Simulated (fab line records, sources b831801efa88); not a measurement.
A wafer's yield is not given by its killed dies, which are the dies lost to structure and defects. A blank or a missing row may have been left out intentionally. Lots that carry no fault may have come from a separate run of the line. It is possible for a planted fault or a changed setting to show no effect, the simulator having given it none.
fab line records + flow sky130
record:
- lots: 15
- wafers: 45
- lastDay: 50
route steps=708 shown PWDE@51 VT_ADJUST_LVTN@107 LDD_LDN@301 SD_N@353
lots that met no fault: from a run of the same line without faults
startH: start of the lot's first displayed wafer, in hours after the record's first day + waitH: hours from the lot's prior step to this one + " identical to the entry in the row above + L1.1+2: a row that stands for several wafers + - no value, or no start given + * or withheld: withheld + < > ~ a bound
route shown NAME@n: names a module that has steps shown in the file, with the first one's number in the route + usual: mean/standard deviation of fault-free wafers + same: alike in all rows + chamber/n: place in a boat + sites: the reading at each site + _std_site: the standard deviation of these + _edge_site: outer sites' mean less inner sites' + radiusMm: for every site, how far away it sits from the centre of the wafer + mask NAME#n: copy n + behind: the tool/chamber that last shaped the wafer + hold: why the lot went on hold/how many hours it stayed there/how the hold came to an end + device: names the non-switching transistor (n, p or np) + end of line: tests run on the same wafers once the route is complete + for a step that has no rows: nothing shown but its recipe + killed: count of dies lost to structure and defects at first sort (not the wafer's yield) + map: per-die view of a wafer (x killed, . not killed, _ where there is no die)
set.NAME: setting as actually run; set.NAME@STEP: the setting as run at that earlier step + model.NAME: the simulator's own value behind a step, which no gauge read
a sample of lots followed through the steps of the route, with each step as a table and each wafer as a row
services: a tool's chamber out of use, with start hour (startH, from the record's first day; less than 0 if before it), hours out, and reason
== steps ==
step: SKY_PWDE_DEVELOP_06
recipe:
- wallAngleDeg: 90
- developer: TMAH
- developTimeS: 60
- devTempC: 23
usual:
- chillPlateTempC: 22.98/0.11
- developTimeS: 60/0
- developerTempC: 22.99/0.096
| lot.wafer | tool          | chamber | startH | waitH | chillPlateTempC | developTimeS | developerTempC |
|-----------|---------------|---------|--------|-------|-----------------|--------------|----------------|
| L278.1    | lithoTrack-04 | 0       | 74     | -     | 22.89           | 60           | 23.04          |
| L278.2    | "             | 0       | "      | "     | 22.94           | 60           | 23.19          |
| L278.4    | "             | 0       | "      | "     | 22.94           | 60           | 22.95          |
| L280.4    | lithoTrack-01 | 0       | 89     | -     | 22.94           | 60           | 23.03          |
| L280.5    | "             | 0       | "      | "     | 22.85           | 60           | 22.96          |
| L280.6    | "             | 0       | "      | "     | 22.94           | 60           | 22.97          |
| L281.1    | lithoTrack-04 | 0       | 94     | -     | 23.13           | 60           | 22.99          |
| L281.2    | "             | 0       | "      | "     | 23.11           | 60           | 22.95          |
| L281.6    | "             | 0       | "      | "     | 23.01           | 60           | 22.99          |
| L282.3    | lithoTrack-02 | 0       | 100    | -     | 22.80           | 60           | 22.79          |
| L282.4    | "             | 0       | "      | "     | 22.92           | 60           | 23.05          |
| L282.5    | "             | 0       | "      | "     | 23.08           | 60           | 22.90          |
| L283.1    | lithoTrack-02 | 0       | 107    | -     | 22.75           | 60           | 22.95          |
| L283.3    | "             | 0       | "      | "     | 22.86           | 60           | 22.83          |
| L283.5    | "             | 0       | "      | "     | 22.94           | 60           | 23.01          |
| L284.1    | lithoTrack-02 | 0       | 108    | -     | 22.90           | 60           | 23.12          |
| L284.4    | "             | 0       | "      | "     | 22.87           | 60           | 23.12          |
| L284.5    | "             | 0       | "      | "     | 22.86           | 60           | 22.91          |
| L287.1    | lithoTrack-01 | 0       | 132    | -     | 22.87           | 60           | 22.95          |
| L287.2    | "             | 0       | "      | "     | 22.84           | 60           | 23.09          |
| L287.3    | "             | 0       | "      | "     | 23.06           | 60           | 23.07          |
| L288.2    | lithoTrack-01 | 0       | 138    | -     | 22.90           | 60           | 22.98          |
| L288.4    | "             | 0       | "      | "     | 22.90           | 60           | 23.12          |
| L288.6    | "             | 0       | "      | "     | 22.98           | 60           | 23.05          |
| L290.2    | lithoTrack-01 | 0       | 144    | -     | 22.86           | 60           | 23.04          |
| L290.3    | "             | 0       | "      | "     | 23.05           | 60           | 22.99          |
| L290.4    | "             | 0       | "      | "     | 22.99           | 60           | 23.23          |
| L292.1    | lithoTrack-02 | -       | 154    | -     | -               | -            | -              |
| L292.4    | "             | -       | "      | "     | -               | -            | -              |
| L292.6    | "             | -       | "      | "     | -               | -            | -              |
| L293.3    | lithoTrack-02 | -       | 165    | -     | -               | -            | -              |
| L293.5    | "             | -       | "      | "     | -               | -            | -              |
| L293.6    | "             | -       | "      | "     | -               | -            | -              |
| L294.1    | lithoTrack-04 | -       | 169    | -     | -               | -            | -              |
| L294.3    | "             | -       | "      | "     | -               | -            | -              |
| L294.6    | "             | -       | "      | "     | -               | -            | -              |
| L297.2    | lithoTrack-04 | 0       | 186    | -     | 23.07           | 60           | 22.86          |
| L297.3    | "             | 0       | "      | "     | 23.19           | 60           | 22.91          |
| L297.4    | "             | 0       | "      | "     | 22.90           | 60           | 23.00          |
| L298.1    | lithoTrack-04 | 0       | 191    | -     | 23.11           | 60           | 22.88          |
| L298.5    | "             | 0       | 192    | -     | 23.15           | 60           | 22.92          |
| L298.6    | "             | 0       | "      | "     | 23.30           | 60           | 23.05          |
| L299.1    | lithoTrack-01 | 0       | 198    | -     | 23.13           | 60           | 23.05          |
| L299.4    | "             | 0       | "      | "     | 22.92           | 60           | 23.04          |
| L299.6    | "             | 0       | "      | "     | 22.95           | 60           | 22.98          |
step: SKY_VT_ADJUST_LVTN_TW_MEAS_10
usual:
- VT_ADJUST_LVTN_TW: 239.3/1.8
| lot.wafer | tool         | chamber | startH | waitH | VT_ADJUST_LVTN_TW |
|-----------|--------------|---------|--------|-------|-------------------|
| L278.1    | filmMetro-04 | -       | 149.21 | 0.1   | 238.1             |
| L278.2    | "            | -       | "      | "     | 237.4             |
| L278.4    | "            | -       | "      | "     | 237.2             |
| L280.4    | filmMetro-04 | -       | 165.79 | 0.1   | 238.5             |
| L280.5    | "            | -       | "      | "     | 237.0             |
| L280.6    | "            | -       | "      | "     | 237.1             |
| L281.1    | filmMetro-03 | -       | 172.66 | 0.1   | 236.9             |
| L281.2    | "            | -       | "      | "     | 238.0             |
| L281.6    | "            | -       | "      | "     | 238.6             |
| L282.3    | filmMetro-03 | -       | 182.78 | 0.1   | 237.6             |
| L282.4    | "            | -       | "      | "     | 238.6             |
| L282.5    | "            | -       | "      | "     | 238.7             |
| L283.1    | filmMetro-02 | -       | 187.11 | 0.1   | 241.0             |
| L283.3    | "            | -       | "      | "     | 240.0             |
| L283.5    | "            | -       | "      | "     | 239.9             |
| L284.1    | filmMetro-04 | -       | 190.81 | 0.1   | 237.2             |
| L284.4    | "            | -       | "      | "     | 237.9             |
| L284.5    | "            | -       | "      | "     | 237.5             |
| L287.1    | filmMetro-02 | -       | 217.96 | 0.1   | 239.8             |
| L287.2    | "            | -       | "      | "     | 238.4             |
| L287.3    | "            | -       | "      | "     | 239.7             |
| L288.2    | filmMetro-02 | -       | 227.52 | 0.1   | 239.0             |
| L288.4    | "            | -       | "      | "     | 240.0             |
| L288.6    | "            | -       | "      | "     | 240.5             |
| L290.2    | filmMetro-03 | -       | 232.17 | 0.1   | 240.0             |
| L290.3    | "            | -       | "      | "     | 239.1             |
| L290.4    | "            | -       | "      | "     | 238.7             |
| L292.1    | filmMetro-02 | -       | 243.06 | 0.1   | 241.3             |
| L292.4    | "            | -       | "      | "     | 242.1             |
| L292.6    | "            | -       | "      | "     | 241.5             |
| L293.3    | filmMetro-03 | -       | 256.28 | 0.1   | 238.5             |
| L293.5    | "            | -       | "      | "     | 238.7             |
| L293.6    | "            | -       | "      | "     | 239.5             |
| L294.1    | filmMetro-02 | -       | 263.11 | 0.1   | 242.8             |
| L294.3    | "            | -       | "      | "     | 240.4             |
| L294.6    | "            | -       | "      | "     | 240.7             |
| L297.2    | filmMetro-02 | -       | 281.53 | 0.1   | 243.2             |
| L297.3    | "            | -       | "      | "     | 242.8             |
| L297.4    | "            | -       | "      | "     | 243.6             |
| L298.1    | filmMetro-04 | -       | 288.96 | 0.1   | 237.9             |
| L298.5    | "            | -       | "      | "     | 237.9             |
| L298.6    | "            | -       | "      | "     | 238.5             |
| L299.1    | filmMetro-03 | -       | 296.76 | 0.1   | 236.3             |
| L299.4    | "            | -       | "      | "     | 237.4             |
| L299.6    | "            | -       | "      | "     | 236.3             |
step: SKY_LDD_LDN_STRIP_12
recipe:
- chemistry: O2/N2
- powerW: 1400
- pressureMtorr: 1500
- platenTempC: withheld
- o2FlowSccm: 3000
- n2FlowSccm: 300
- overashFraction: 0.5
usual:
- drypumpMotorCurrentA: 5.8/0.61
- oesProductAu: 0.715/0.0049
- stripTimeToEndpointS: 14.19/0.045
| lot.wafer | tool           | chamber | startH | waitH | drypumpMotorCurrentA | oesProductAu | rfHoursCounterH | stripTimeToEndpointS |
|-----------|----------------|---------|--------|-------|----------------------|--------------|-----------------|----------------------|
| L278.1    | plasmaAsher-04 | 1       | 545.22 | 0.1   | 5.3                  | 0.712        | 74              | 14.29                |
| L278.2    | "              | 0       | "      | "     | 6.8                  | 0.712        | 74              | 14.25                |
| L278.4    | "              | 0       | "      | "     | 6.8                  | 0.714        | -               | 14.28                |
| L280.4    | plasmaAsher-02 | 0       | 559.10 | 0.1   | 6.3                  | 0.709        | -               | 14.16                |
| L280.5    | "              | 1       | "      | "     | 5.8                  | 0.717        | -               | 14.17                |
| L280.6    | "              | 0       | "      | "     | 6.3                  | 0.716        | -               | 14.19                |
| L281.1    | plasmaAsher-04 | 0       | 571.86 | 0.1   | 6.8                  | 0.709        | 77              | 14.14                |
| L281.2    | "              | 1       | "      | "     | 5.3                  | 0.716        | 77              | 14.16                |
| L281.6    | "              | 1       | "      | "     | 5.3                  | 0.708        | -               | 14.17                |
| L282.3    | plasmaAsher-01 | 0       | 587.30 | 0.1   | 5.2                  | 0.722        | -               | 14.15                |
| L282.4    | "              | 1       | "      | "     | 5.5                  | 0.714        | -               | 14.20                |
| L282.5    | "              | 0       | "      | "     | 5.2                  | 0.718        | -               | 14.16                |
| L283.1    | plasmaAsher-01 | 1       | 592.02 | 0.1   | 5.5                  | 0.713        | 16              | 14.18                |
| L283.3    | "              | 0       | "      | "     | 5.2                  | 0.718        | -               | 14.18                |
| L283.5    | "              | 0       | "      | "     | 5.2                  | 0.721        | -               | 14.19                |
| L284.1    | plasmaAsher-02 | 0       | 594.66 | 0.1   | 6.3                  | 0.718        | 45              | 14.17                |
| L284.4    | "              | 1       | "      | "     | 5.8                  | 0.722        | -               | 14.17                |
| L284.5    | "              | 0       | "      | "     | 6.3                  | 0.724        | -               | 14.15                |
| L287.1    | plasmaAsher-01 | 0       | 627.81 | 0.1   | 5.2                  | 0.717        | 20              | 14.20                |
| L287.2    | "              | 1       | "      | "     | 5.5                  | 0.714        | 20              | 14.18                |
| L287.3    | "              | 1       | "      | "     | 5.5                  | 0.718        | -               | 14.19                |
| L288.2    | plasmaAsher-02 | 1       | 639.66 | 0.1   | 5.9                  | 0.714        | 49              | 14.19                |
| L288.4    | "              | 0       | "      | "     | 6.3                  | 0.717        | -               | 14.14                |
| L288.6    | "              | 0       | "      | "     | 6.3                  | 0.720        | -               | 14.18                |
| L290.2    | plasmaAsher-04 | 0       | 641.36 | 0.1   | 6.8                  | 0.716        | 84              | 14.23                |
| L290.3    | "              | 0       | "      | "     | 6.8                  | 0.717        | -               | 14.20                |
| L290.4    | "              | 1       | "      | "     | 5.3                  | 0.711        | -               | 14.20                |
| L292.1    | plasmaAsher-02 | 0       | 658.81 | 0.1   | 6.3                  | 0.711        | 52              | 14.16                |
| L292.4    | "              | 0       | "      | "     | 6.3                  | 0.722        | -               | 14.16                |
| L292.6    | "              | 0       | "      | "     | 6.3                  | 0.707        | -               | 14.17                |
| L293.3    | plasmaAsher-04 | 1       | 671.44 | 0.1   | 5.3                  | 0.710        | -               | 14.25                |
| L293.5    | "              | 0       | "      | "     | 6.8                  | 0.715        | -               | 14.25                |
| L293.6    | "              | 1       | "      | "     | 5.3                  | 0.711        | -               | 14.23                |
| L294.1    | plasmaAsher-02 | 1       | 680.62 | 0.1   | 5.9                  | 0.711        | 54              | 14.14                |
| L294.3    | "              | 0       | "      | "     | 6.3                  | 0.717        | -               | 14.15                |
| L294.6    | "              | 0       | "      | "     | 6.3                  | 0.713        | -               | 14.10                |
| L297.2    | plasmaAsher-01 | 1       | 696.71 | 0.1   | 5.5                  | 0.718        | 24              | 14.21                |
| L297.3    | "              | 1       | "      | "     | 5.5                  | 0.716        | -               | 14.18                |
| L297.4    | "              | 0       | "      | "     | 5.2                  | 0.715        | -               | 14.17                |
| L298.1    | plasmaAsher-04 | 1       | 705.56 | 0.1   | 5.3                  | 0.713        | 91              | 14.16                |
| L298.5    | "              | 0       | "      | "     | 6.8                  | 0.720        | -               | 14.14                |
| L298.6    | "              | 1       | "      | "     | 5.3                  | 0.722        | -               | 14.21                |
| L299.1    | plasmaAsher-04 | 1       | 714.56 | 0.1   | 5.3                  | 0.713        | 92              | 14.07                |
| L299.4    | "              | 1       | "      | "     | 5.3                  | 0.713        | -               | 14.11                |
| L299.6    | "              | 1       | "      | "     | 5.3                  | 0.711        | -               | 14.09                |
step: SKY_SD_N_STRIP_11
recipe:
- chemistry: O2/N2
- powerW: 1400
- pressureMtorr: 1500
- platenTempC: withheld
- o2FlowSccm: 3000
- n2FlowSccm: 300
- overashFraction: 0.5
usual:
- drypumpMotorCurrentA: 5.8/0.58
- oesProductAu: 0.528/0.0043
- stripTimeToEndpointS: 22.53/0.042
| lot.wafer | tool           | chamber | startH | waitH | drypumpMotorCurrentA | oesProductAu | rfHoursCounterH | stripTimeToEndpointS |
|-----------|----------------|---------|--------|-------|----------------------|--------------|-----------------|----------------------|
| L278.1    | plasmaAsher-04 | 1       | 659.58 | 0.1   | 5.3                  | 0.533        | 86              | 22.54                |
| L278.2    | "              | 0       | "      | "     | 6.8                  | 0.524        | 86              | 22.52                |
| L278.4    | "              | 0       | "      | "     | 6.8                  | 0.528        | -               | 22.51                |
| L280.4    | plasmaAsher-02 | 0       | 671.42 | 0.1   | 6.3                  | 0.527        | -               | 22.62                |
| L280.5    | "              | 1       | "      | "     | 5.9                  | 0.526        | -               | 22.56                |
| L280.6    | "              | 0       | "      | "     | 6.3                  | 0.524        | -               | 22.60                |
| L281.1    | plasmaAsher-04 | 1       | 683.98 | 0.1   | 5.3                  | 0.526        | 89              | 22.63                |
| L281.2    | "              | 0       | "      | "     | 6.8                  | 0.526        | 89              | 22.62                |
| L281.6    | "              | 1       | "      | "     | 5.3                  | 0.527        | -               | 22.54                |
| L282.3    | plasmaAsher-02 | 1       | 701.31 | 0.1   | 5.8                  | 0.524        | -               | 22.62                |
| L282.4    | "              | 0       | "      | "     | 6.3                  | 0.526        | -               | 22.58                |
| L282.5    | "              | 0       | "      | "     | 6.3                  | 0.525        | -               | 22.53                |
| L283.1    | plasmaAsher-01 | 1       | 702.84 | 0.1   | 5.5                  | 0.531        | 24              | 22.51                |
| L283.3    | "              | 1       | "      | "     | 5.5                  | 0.524        | -               | 22.50                |
| L283.5    | "              | 0       | "      | "     | 5.2                  | 0.529        | -               | 22.57                |
| L284.1    | plasmaAsher-01 | 1       | 706.74 | 0.1   | 5.5                  | 0.531        | 25              | 22.51                |
| L284.4    | "              | 0       | "      | "     | 5.2                  | 0.530        | -               | 22.53                |
| L284.5    | "              | 1       | "      | "     | 5.5                  | 0.527        | -               | 22.49                |
| L287.1    | plasmaAsher-01 | 1       | 740.04 | 0.1   | 5.5                  | 0.531        | 28              | 22.49                |
| L287.2    | "              | 0       | "      | "     | 5.2                  | 0.517        | 28              | 22.51                |
| L287.3    | "              | 0       | "      | "     | 5.2                  | 0.529        | -               | 22.50                |
| L288.2    | plasmaAsher-04 | 0       | 751.64 | 0.1   | 6.8                  | 0.532        | 96              | 22.57                |
| L288.4    | "              | 1       | "      | "     | 5.3                  | 0.532        | -               | 22.53                |
| L288.6    | "              | 1       | "      | "     | 5.3                  | 0.530        | -               | 22.56                |
| L290.2    | plasmaAsher-02 | 1       | 753.88 | 0.1   | 5.9                  | 0.530        | 60              | 22.54                |
| L290.3    | "              | 0       | "      | "     | 6.3                  | 0.528        | -               | 22.52                |
| L290.4    | "              | 1       | "      | "     | 5.9                  | 0.524        | -               | 22.51                |
| L292.1    | plasmaAsher-01 | 0       | 772.09 | 0.1   | 5.2                  | 0.526        | 31              | 22.56                |
| L292.4    | "              | 1       | "      | "     | 5.5                  | 0.529        | -               | 22.53                |
| L292.6    | "              | 1       | "      | "     | 5.4                  | 0.528        | -               | 22.52                |
| L293.3    | plasmaAsher-04 | 0       | 783.07 | 0.1   | 6.8                  | 0.531        | -               | 22.55                |
| L293.5    | "              | 1       | "      | "     | 5.3                  | 0.522        | -               | 22.48                |
| L293.6    | "              | 0       | "      | "     | 6.8                  | 0.526        | -               | 22.45                |
| L294.1    | plasmaAsher-02 | 1       | 790.89 | 0.1   | 5.9                  | 0.526        | 63              | 22.56                |
| L294.3    | "              | 1       | "      | "     | 5.9                  | 0.531        | -               | 22.53                |
| L294.6    | "              | 1       | "      | "     | 5.8                  | 0.524        | -               | 22.55                |
| L297.2    | plasmaAsher-01 | 1       | 807.83 | 0.1   | 5.5                  | 0.523        | 35              | 22.62                |
| L297.3    | "              | 0       | "      | "     | 5.2                  | 0.528        | -               | 22.55                |
| L297.4    | "              | 1       | "      | "     | 5.5                  | 0.526        | -               | 22.65                |
| L298.1    | plasmaAsher-02 | 1       | 816.28 | 0.1   | 5.8                  | 0.537        | 66              | 22.46                |
| L298.5    | "              | 1       | "      | "     | 5.9                  | 0.530        | -               | 22.48                |
| L298.6    | "              | 0       | "      | "     | 6.3                  | 0.532        | -               | 22.47                |
| L299.1    | plasmaAsher-01 | 0       | 824.94 | 0.1   | 5.2                  | 0.531        | 37              | 22.53                |
| L299.4    | "              | 0       | "      | "     | 5.2                  | 0.532        | -               | 22.52                |
| L299.6    | "              | 1       | "      | "     | 5.5                  | 0.527        | -               | 22.50                |
== services ==
| tool           | chamber | startH | hours | kind      |
|----------------|---------|--------|-------|-----------|
| plasmaAsher-04 | -       | 69.01  | 2.2   | repair    |
| plasmaAsher-02 | -       | 108.75 | 9.0   | pm        |
| plasmaAsher-02 | 0       | 108.75 | 9.0   | ventCycle |
| plasmaAsher-02 | 1       | 108.75 | 9.0   | ventCycle |
| plasmaAsher-02 | 0       | 117.75 | -     | clean     |
| plasmaAsher-02 | 1       | 117.75 | -     | clean     |
| plasmaAsher-01 | -       | 174.19 | 0.6   | repair    |
| plasmaAsher-01 | -       | 181.33 | 2.8   | repair    |
| plasmaAsher-02 | -       | 240.18 | 14.6  | pm        |
| plasmaAsher-01 | -       | 315.76 | 2.8   | pm        |
| plasmaAsher-02 | -       | 354.59 | 2.8   | pm        |
| plasmaAsher-02 | -       | 419.64 | 7.3   | repair    |
| plasmaAsher-01 | -       | 421.25 | 9.0   | pm        |
| plasmaAsher-01 | 0       | 421.25 | 9.0   | ventCycle |
| plasmaAsher-02 | -       | 459.94 | 0.8   | repair    |
| plasmaAsher-02 | -       | 468.12 | 1.2   | repair    |
| plasmaAsher-04 | -       | 472.09 | 0.7   | repair    |
| plasmaAsher-02 | -       | 557.85 | 1.2   | repair    |
| plasmaAsher-04 | -       | 603.06 | 2.8   | pm        |
| plasmaAsher-01 | -       | 649.55 | 16.9  | repair    |
| plasmaAsher-01 | -       | 666.47 | 14.6  | pm        |
| plasmaAsher-02 | -       | 685.27 | 15.6  | pm        |
| plasmaAsher-01 | -       | 751.06 | 3.0   | repair    |
| plasmaAsher-02 | -       | 757.09 | 3.2   | repair    |
== key ==
firstSign:
- step: SKY_PWDE_DEVELOP_06
- reading: toolRecord
- direction: missing
effect none on later readings
metAt SKY_PWDE_DEVELOP_06
struckLots L292,L293,L294
sortLeftOut L292.1,L292.4,L292.6,L293.3,L293.5,L293.6,L294.1,L294.3,L294.6
testerLeftOut L292,L293,L294
notActingAt SKY_VT_ADJUST_LVTN_TW_MEAS_10,SKY_LDD_LDN_STRIP_12,SKY_SD_N_STRIP_11
onsetBetween 108 154
fault:
- kind: skippedStepWhole
- tool: lithoTrack-02,lithoTrack-04
- chamber: -
- onsetH: 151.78
- steps: SKY_PWDE_DEVELOP_06
- scope: struckLotsOnly
testerLeftOut: of these lots the tester's yield and bins aren't shown, on N5 and GAA mostly nor the transistor test; their killed dies are dies lost to structure and defects alone, not to doping, threshold or leakage, so they don't give the yield
sortLeftOut: the simulated sort isn't trusted on such a fault, so these wafers' sort isn't shown, and their yield isn't known
